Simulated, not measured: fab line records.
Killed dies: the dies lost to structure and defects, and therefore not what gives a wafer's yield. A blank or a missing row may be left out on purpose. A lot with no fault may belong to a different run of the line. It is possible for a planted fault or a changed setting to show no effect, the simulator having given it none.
Which tool is to blame? | flow sky130 | Sampling: 11 lots, 32 wafers, 5 of 708 route steps

## WHAT THE GAUGES SHOWED, per wafer
SKY_METAL4_OVL_MEAS_14. Usual: METAL4_OVL -3 nm, standard deviation 5.9.
lot  | measured     | on         | METAL4_OVL (nm) | flag
L881 | day 41 12:53 | overlay-01 | 2 8 3           | 
L884 | day 42 13:40 | overlay-02 | -2 -10 -1       | 
L886 | day 43 07:47 | overlay-02 | -4 -11 -13      | 
L887 | day 43 09:35 | overlay-02 | 0 2 -1          | 
L888 | day 43 17:31 | overlay-02 | 8 9 6           | 
L895 | day 45 17:40 | overlay-02 | -7 -8 -6        | 
L896 | day 46 01:43 | overlay-02 | -8 -8           | 
L901 | day 46 23:47 | overlay-02 | 8 2 10          | 
L902 | day 47 05:19 | overlay-02 | -11 -17 -10     | 
L903 | day 47 11:51 | overlay-01 | -10 -5 -2       | 
L904 | day 47 18:34 | overlay-01 | -1 -2 3         | 

SKY_VIA4_BOW_MEAS_03. Usual: VIA4_BOW 76 um, standard deviation 8.5.
lot  | measured     | on           | VIA4_BOW (um) | flag
L881 | day 41 14:23 | filmMetro-01 | 88 89 73      | 
L884 | day 42 15:17 | filmMetro-04 | 68 74 79      | 
L886 | day 43 09:49 | filmMetro-01 | 78 73 72      | 
L887 | day 43 11:17 | filmMetro-01 | 76 77 64      | 
L888 | day 43 19:00 | filmMetro-01 | 84 74 65      | 
L895 | day 45 19:11 | filmMetro-02 | 90 75 73      | 
L896 | day 46 03:17 | filmMetro-01 | 76 75         | 
L901 | day 47 01:25 | filmMetro-02 | 80 50 67      | 
L902 | day 47 06:49 | filmMetro-02 | 89 94 87      | 
L903 | day 47 13:23 | filmMetro-04 | 73 70 80      | 
L904 | day 47 20:18 | filmMetro-04 | 94 80 80      | 

SKY_METAL5_RS_MEAS_05: measurement is done with a four-point probe. Usual: METAL5_ALCU_RS 0.02706 ohm/sq, standard deviation 0.00028.
lot  | measured     | on           | METAL5_ALCU_RS (ohm/sq)                         | flag
L881 | day 42 15:45 | filmMetro-01 | 0.02742 0.0273 0.02731                          | 
L884 | day 43 15:56 | filmMetro-03 | 0.02683 0.02666 0.02691                         | 
L886 | day 44 09:47 | filmMetro-03 | 0.02743 0.02742 0.02721                         | 
L887 | day 44 11:08 | filmMetro-04 | 0.02728 0.02717 0.02712                         | 
L888 | day 44 18:49 | filmMetro-04 | 0.02699 0.02701 0.02704                         | 
L895 | day 46 17:42 | filmMetro-04 | 0.02622 0.02726 0.02743 0.02615 0.02726 0.02738 | 
L896 | day 47 01:01 | filmMetro-04 | 0.02719 0.02595                                 | 
L901 | day 47 23:01 | filmMetro-03 | 0.02678 0.02678 0.02673                         | 
L902 | day 48 03:41 | filmMetro-04 | 0.02691 0.0269 0.02715                          | 
L903 | day 48 10:43 | filmMetro-01 | 0.02708 0.02695 0.02694                         | 
L904 | day 48 16:17 | filmMetro-01 | 0.02739 0.02736 0.02749                         | 

SKY_METAL5_THK_MEAS_06: measures by xrf. Usual: METAL5_ALCU_THK 1171 nm, standard deviation 14.
lot  | measured     | on           | METAL5_ALCU_THK (nm) | flag
L881 | day 42 15:52 | filmMetro-01 | 1150 1159 1160       | 
L884 | day 43 16:03 | filmMetro-03 | 1179 1191 1171       | 
L886 | day 44 09:54 | filmMetro-03 | 1151 1148 1156       | 
L887 | day 44 11:16 | filmMetro-04 | 1152 1171 1170       | 
L888 | day 44 18:56 | filmMetro-04 | 1167 1171 1175       | 
L895 | day 46 22:56 | filmMetro-04 | 1209 1160 1153       | 
L896 | day 47 01:06 | filmMetro-04 | 1164 1211            | 
L901 | day 47 23:08 | filmMetro-03 | 1181 1179 1181       | 
L902 | day 48 03:48 | filmMetro-04 | 1185 1185 1171       | 
L903 | day 48 10:49 | filmMetro-01 | 1173 1185 1177       | 
L904 | day 48 16:24 | filmMetro-01 | 1151 1150 1156       | 

## TOOL THAT RAN EACH LOT (tool first, then ch and the chambers of the sampled wafers, then the start)
lot  | SKY_METAL5_SPUTTER_02
L881 | pvdSputter-03, day 42 15:38
L884 | pvdSputter-01, day 43 15:49
L886 | pvdSputter-01, day 44 09:40
L887 | pvdSputter-02, day 44 11:01
L888 | pvdSputter-03, day 44 18:41
L895 | pvdSputter-03, day 46 17:35
L896 | pvdSputter-03, day 47 00:50
L901 | pvdSputter-01, day 47 22:54
L902 | pvdSputter-02, day 48 03:33
L903 | pvdSputter-02, day 48 10:34
L904 | pvdSputter-01, day 48 16:09
- SKY_METAL5_SPUTTER_02: material AlCu, target thk 1150 nm, time 61.2 s.

## AS READ BY THE TOOLS THEMSELVES (means over the sampled wafers that have a number; for cases with no such wafer, the mark the record gives instead)
SKY_METAL5_SPUTTER_02. Usual: throttleValvePct at 29.9 %, with a standard deviation of 0.98.
lot  | tool          | throttleValvePct (%) | flag
L881 | pvdSputter-03 | 29.1                 | 
L884 | pvdSputter-01 | 30.7                 | 
L886 | pvdSputter-01 | 30.4                 | 
L887 | pvdSputter-02 | 30.5                 | 
L888 | pvdSputter-03 | 29.3                 | 
L895 | pvdSputter-03 | 29.1                 | 
L896 | pvdSputter-03 | 29.5                 | 
L901 | pvdSputter-01 | 30.7                 | 
L902 | pvdSputter-02 | 29.5                 | 
L903 | pvdSputter-02 | 29.4                 | 
L904 | pvdSputter-01 | 30.0                 | 

## THE ANSWER, worked out from the rows above alone
Rule: lot off if the mean of its wafers having a number is beyond 3 standard deviations from the usual mean. A lot without any number at a reading at which 4 lots or more have one is off too. All remaining lots with rows at the step are treated as sound. First the gauges in route order, then the tools' own readings, where a lot's mean is used as printed above. The first step at which some lot is off is used, and at that step the reading that is off furthest; a lot without a number counts as furthest.
Across all readings shown, no lot is off: no conclusion can be drawn from this.

## WHAT THE SIMULATOR HAD INSERTED
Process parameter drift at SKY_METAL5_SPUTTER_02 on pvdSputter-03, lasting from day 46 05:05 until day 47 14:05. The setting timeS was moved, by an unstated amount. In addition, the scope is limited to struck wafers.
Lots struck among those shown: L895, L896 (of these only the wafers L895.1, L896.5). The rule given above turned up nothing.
